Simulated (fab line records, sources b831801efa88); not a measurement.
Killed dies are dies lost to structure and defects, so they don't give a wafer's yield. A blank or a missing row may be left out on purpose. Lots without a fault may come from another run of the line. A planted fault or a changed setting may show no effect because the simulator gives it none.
fab line records | flow gf180mcu
record lots=7 wafers=19 last_day=34
route steps=602 shown V2@392
lots that met no fault: from a run of the same line without faults
start_h: hours from the record's first day to the start of the lot's first wafer shown | wait_h: hours since the lot's step before | " the same as in the row above | L1.1+2: a row that stands for several wafers | - no value, or no start given | * or withheld: withheld | < > ~ a bound
route shown NAME@n: a module of which the file shows steps, and the number in the route of the first | usual: mean/standard deviation of fault-free wafers | same: alike in all rows | chamber/n: place in a boat | sites: the reading at each site | _std_site: their standard deviation | _edge_site: outer sites' mean less inner sites' | radius_mm: how far each site lies from the wafer's centre | mask NAME#n: copy n | behind: the tool/chamber that last shaped the wafer | hold: why the lot was held/for how many hours/how that ended | device: the transistor (n, p or np) that didn't switch | end of line: the same wafers' tests at the end of the route | a step without rows: its recipe alone | killed: dies lost to structure and defects at the first sort, not the wafer's yield | map: a wafer's dies, x killed, . not, _ none there
set.NAME: the setting as run; set.NAME@STEP: as run at that earlier step | model.NAME: the simulator's own value behind a step, which no gauge read
lots at some steps of the route; a table a step, a row a wafer
services: from which hour (start_h, from the record's first day; less than 0 if before it) a tool's chamber was out of use, for how many hours, and why
## steps
# step GF_V2_SOFTBAKE_10
# recipe temp_c=130 time_s=60 resist=KrF
# step GF_V2_EXPOSE_11
# recipe mask_id=Via2 target_cd_nm=260 na=0.68 source_shape=conventional sigma_outer=0.6 dose_mj=38
# step GF_V2_PEB_12
# recipe peb_temp_c=135 peb_time_s=90 resist=KrF
# step GF_V2_DEVELOP_13
# recipe develop_time_s=60 resist=KrF dev_temp_c=21
# step GF_V2_CD_MEAS_14
# recipe target_cd_nm=260
# usual cd_nm=260.2/1.2
# columns lot.wafer tool chamber start_h wait_h cd_nm
L898.3 cd_sem-01 - 494.98 0.1 258.7
L898.4 " - " " 259.7
L898.6 " - " " 259.7
L902.4 cd_sem-02 - 528.58 0.1 260.4
L902.5 " - " " 260.1
L902.6 " - " " 260.6
L907.1 cd_sem-02 - 576.24 0.1 260.1
L907.2 " - " " 259.7
L907.6 " - " " 260.3
L909.1 cd_sem-01 - 599.16 0.2 260.3
L909.5 " - " " 260.8
L912.4 cd_sem-01 - 618.65 0.1 259.6
L912.5 " - " " 260.7
L914.1 cd_sem-02 - 633.77 0.1 261.9
L914.2 " - " " 262.1
L914.3 " - " " 261.9
L915.1 cd_sem-02 - 641.39 0.1 258.7
L915.2 " - " " 257.4
L915.6 " - " " 258.2
# step GF_V2_OVL_MEAS_15
# usual V2_OVL=-2/5.2
# columns lot.wafer tool chamber start_h wait_h V2_OVL[nm]
L898.3 overlay-02 - 495.08 0.1 -1
L898.4 " - " " -6
L898.6 " - " " 2
L902.4 overlay-02 - 528.66 0.1 -2
L902.5 " - " " 2
L902.6 " - " " -4
L907.1 overlay-02 - 576.36 0.1 -2
L907.2 " - " " 1
L907.6 " - " " -2
L909.1 overlay-02 - 599.28 0.1 4
L909.5 " - " " 0
L912.4 overlay-01 - 618.73 0.1 -9
L912.5 " - " " -2
L914.1 overlay-01 - 633.89 0.1 -4
L914.2 " - " " -6
L914.3 " - " " -10
L915.1 overlay-01 - 641.51 0.1 -3
L915.2 " - " " 0
L915.6 " - " " 4
# step GF_V2_ETCH_16
# recipe chemistry=N2/H2 target_depth_a=withheld overetch_a=withheld time_s=withheld target=BARC ion_energy_ev=200 source_w=500 bias_w=100 pressure_mtorr=30 n2_flow_sccm=100 h2_flow_sccm=200
# usual chamber_pressure_mTorr=30.002/0.027 drypump_motor_current_A=5.7/0.44 oes_product_au=0.854/0.0047 throttle_valve_pct=13.225/0.0093
# columns lot.wafer tool chamber start_h wait_h chamber_pressure_mTorr drypump_motor_current_A oes_product_au throttle_valve_pct
L898.3 rie_diel-02 0 495.10 0.0 30.013 6.3 0.858 13.230
L898.4 " 1 " " 30.025 5.2 0.853 13.218
L898.6 " 0 " " 30.036 6.4 0.860 13.226
L902.4 rie_diel-02 3 528.68 0.0 30.004 6.5 0.849 13.213
L902.5 " 1 " " 29.989 5.2 0.853 13.217
L902.6 " 2 " " 30.033 4.9 0.854 13.217
L907.1 rie_diel-03 0 576.40 0.0 29.956 6.3 0.856 13.225
L907.2 " 2 " " 30.043 6.0 0.854 13.227
L907.6 " 0 " " 29.997 6.3 0.855 13.227
L909.1 rie_diel-01 2 599.32 0.0 30.040 5.8 0.845 13.222
L909.5 " 0 " " 29.995 5.8 0.842 13.215
L912.4 rie_diel-01 3 618.75 0.0 30.003 5.5 0.859 13.233
L912.5 " 3 " " 29.971 5.5 0.849 13.226
L914.1 rie_diel-03 2 633.93 0.0 29.981 6.0 0.862 13.218
L914.2 " 3 " " 29.987 5.4 0.857 13.229
L914.3 " 0 " " 30.024 6.3 0.856 13.224
L915.1 rie_diel-01 3 641.55 0.0 29.979 5.4 0.855 13.216
L915.2 " 1 " " 30.027 5.5 0.852 13.213
L915.6 " 0 " " 30.014 5.8 0.859 13.234
# step GF_V2_ETCH_17
# recipe chemistry=C4F8/O2/Ar mask_material=KrF target=SiO2 stop_on=TiN source_w=1500 bias_w=1200 pressure_mtorr=40 c4f8_flow_sccm=withheld O2_flow_sccm=6 Ar_flow_sccm=300 time_s=withheld target_depth_a=6300
# usual chamber_pressure_mTorr=40.00/0.037 oes_product_au=0.855/0.0045
# columns lot.wafer tool chamber start_h wait_h chamber_pressure_mTorr oes_product_au
L898.3 rie_diel-02 0 - - 39.97 0.857
L898.4 " 1 " " 40.06 0.848
L898.6 " 0 " " 40.00 0.853
L902.4 rie_diel-02 3 - - 40.01 0.856
L902.5 " 1 " " 39.96 0.854
L902.6 " 2 " " 39.99 0.850
L907.1 rie_diel-03 0 - - 40.01 0.847
L907.2 " 2 " " 39.96 0.858
L907.6 " 0 " " 40.03 0.853
L909.1 rie_diel-01 2 - - 40.06 0.855
L909.5 " 0 " " 40.09 0.858
L912.4 rie_diel-01 3 - - 40.04 0.860
L912.5 " 3 " " 40.00 0.847
L914.1 rie_diel-03 2 - - 39.98 0.863
L914.2 " 3 " " 39.98 0.858
L914.3 " 0 " " 40.05 0.854
L915.1 rie_diel-01 3 - - 40.02 0.850
L915.2 " 1 " " 40.00 0.855
L915.6 " 0 " " 40.04 0.863
# step GF_V2_STRIP_18
# recipe chemistry=O2/N2 power_w=1400 pressure_mtorr=1500 platen_temp_c=250 o2_flow_sccm=3000 n2_flow_sccm=300 overash_fraction=0.5
# usual chamber_pressure_mTorr=1499.9/1.4 drypump_motor_current_A=5.6/0.47 heater_power_w=331/39 oes_product_au=0.593/0.0047
# columns lot.wafer tool chamber start_h wait_h chamber_pressure_mTorr drypump_motor_current_A heater_power_w oes_product_au rf_hours_counter_h
L898.3 plasma_asher-01 0 495.26 - 1500.1 6.3 330 0.592 -
L898.4 " 1 " " 1501.0 5.6 402 0.598 -
L898.6 " 0 " " 1501.0 6.3 333 0.589 -
L902.4 plasma_asher-01 0 528.84 - 1497.7 6.3 333 0.593 -
L902.5 " 0 " " 1499.5 6.3 328 0.595 -
L902.6 " 1 " " 1500.1 5.6 390 0.587 -
L907.1 plasma_asher-04 0 576.53 - 1501.5 5.9 280 0.598 83
L907.2 " 1 " " 1500.4 5.1 312 0.605 83
L907.6 " 0 " " 1498.2 5.9 279 0.594 -
L909.1 plasma_asher-01 0 599.45 - 1499.2 6.4 334 0.584 93
L909.5 " 0 " " 1499.6 6.3 333 0.600 -
L912.4 plasma_asher-04 1 618.91 - 1503.5 5.1 313 0.592 -
L912.5 " 1 " " 1498.1 5.1 325 0.587 -
L914.1 plasma_asher-02 0 634.05 - 1499.9 5.3 317 0.597 53
L914.2 " 1 " " 1496.7 5.0 328 0.592 53
L914.3 " 1 " " 1501.8 5.0 336 0.591 -
L915.1 plasma_asher-01 0 641.67 - 1500.8 6.3 338 0.592 97
L915.2 " 1 " " 1500.5 5.6 402 0.591 97
L915.6 " 0 " " 1499.5 6.3 332 0.597 -
# step GF_V2_STRIP_19
# recipe chemistry=post_etch_residue_remover time_s=1200 temp_c=72.5
# step GF_V2_CLEAN_20
# recipe chemistry=DIW dry=n2_spin
# step GF_V2_SPUTTER_21
# recipe material=Ti target_thk_nm=15 chamber_pressure_pa=5 power_w=2500 substrate_temp_c=200 time_s=80.02
# usual throttle_valve_pct=30.1/1.2
# columns lot.wafer tool chamber start_h wait_h throttle_valve_pct
L898.3 pvd_sputter-04 - 495.85 0.0 28.5
L898.4 " - " " 30.0
L898.6 " - " " 30.0
L902.4 pvd_sputter-01 - 529.35 0.0 31.6
L902.5 " - " " 31.5
L902.6 " - " " 32.7
L907.1 pvd_sputter-04 - 577.06 0.0 28.2
L907.2 " - " " 30.0
L907.6 " - " " 29.2
L909.1 pvd_sputter-04 - 600.03 0.0 29.8
L909.5 " - " " 30.8
L912.4 pvd_sputter-04 - 619.44 0.0 29.9
L912.5 " - " " 28.4
L914.1 pvd_sputter-01 - 634.62 0.0 30.5
L914.2 " - " " 32.9
L914.3 " - " " 31.7
L915.1 pvd_sputter-01 - 642.22 0.0 30.5
L915.2 " - " " 31.6
L915.6 " - " " 31.5
# step GF_V2_SPUTTER_22
# recipe material=TiN target_thk_nm=10 chamber_pressure_pa=5 power_w=4000 time_s=40
# usual throttle_valve_pct=30.1/1.2
# columns lot.wafer tool chamber start_h wait_h throttle_valve_pct model.TiN_of_V2_SPUTTER_22.thk_nm
L898.3 pvd_sputter-04 - 495.91 0.0 28.4 9.826
L898.4 " - " " 29.9 9.984
L898.6 " - " " 29.7 9.889
L902.4 pvd_sputter-01 - 529.41 0.0 31.8 9.981
L902.5 " - " " 31.8 10.01
L902.6 " - " " 32.8 9.971
L907.1 pvd_sputter-04 - 577.12 0.0 28.6 5.314
L907.2 " - " " 29.9 9.89
L907.6 " - " " 29.5 9.938
L909.1 pvd_sputter-04 - 600.09 0.0 29.7 5.452
L909.5 " - " " 30.7 9.885
L912.4 pvd_sputter-04 - 619.50 0.0 29.6 5.618
L912.5 " - " " 28.6 10.14
L914.1 pvd_sputter-01 - 634.68 0.0 30.6 9.904
L914.2 " - " " 32.7 10.07
L914.3 " - " " 32.1 9.916
L915.1 pvd_sputter-01 - 642.28 0.0 30.2 9.897
L915.2 " - " " 31.6 9.758
L915.6 " - " " 31.9 9.814
# step GF_V2_CVD_23
# recipe material=W target_thk_nm=350 time_s=104.94 temp_c=400 pressure_torr=40
# usual heater_power_w=848/70
# columns lot.wafer tool chamber start_h wait_h heater_power_w
L898.3 cvd_w-02 0 496.02 0.1 832
L898.4 " 0 " " 817
L898.6 " 0 " " 817
L902.4 cvd_w-02 0 529.48 0.1 795
L902.5 " 1 " " 922
L902.6 " 0 " " 786
L907.1 cvd_w-01 1 577.16 0.0 937
L907.2 " 0 " " 786
L907.6 " 1 " " 910
L909.1 cvd_w-01 0 600.13 0.0 782
L909.5 " 1 " " 930
L912.4 cvd_w-01 0 619.58 0.1 760
L912.5 " 1 " " 929
L914.1 cvd_w-02 0 634.72 0.0 806
L914.2 " 0 " " 809
L914.3 " 0 " " 828
L915.1 cvd_w-01 1 642.32 0.0 947
L915.2 " 0 " " 790
L915.6 " 0 " " 794
## services
# columns tool chamber start_h hours kind
rie_diel-02 - 473.14 0.2 repair
rie_diel-01 3 482.97 132.0 repair
rie_diel-02 3 484.96 - clean
rie_diel-02 3 484.96 13.9 scheduled_down
rie_diel-02 3 484.96 13.9 vent_cycle
rie_diel-03 0 488.58 5.2 repair
rie_diel-01 2 490.33 3.8 repair
pvd_sputter-01 - 499.30 3.4 repair
rie_diel-01 1 500.20 2.1 repair
cvd_w-02 - 505.19 1.0 repair
cvd_w-02 - 529.58 0.8 repair
cvd_w-02 - 538.12 0.6 repair
rie_diel-01 - 560.15 28.1 pm
pvd_sputter-01 - 571.27 7.4 repair
cvd_w-01 - 577.28 14.6 pm
pvd_sputter-04 - 583.84 14.3 repair
cvd_w-02 1 631.22 4.6 repair
rie_diel-02 - 641.27 2.8 pm
## key
first_sign none at tools or gauges
model_effect step=GF_V2_SPUTTER_22 value=TiN_of_V2_SPUTTER_22.thk_nm without=10.07 struck=5.462
met_at GF_V2_SPUTTER_22
struck_wafers L907.1,L909.1,L912.4
sort_left_out L912.4
onset_between 495.91 577.12
fault kind=process_parameter_drift tool=pvd_sputter-04 chamber=- onset_h=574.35 steps=GF_V2_SPUTTER_22 channel=target_thk_nm offset=-4.6052 shape=step end_h=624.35 scope=struck_wafers_only acts_in=these_recipes_only stated=10
# sort_left_out: the simulated sort isn't trusted on such a fault, so these wafers' sort isn't shown, and their yield isn't known
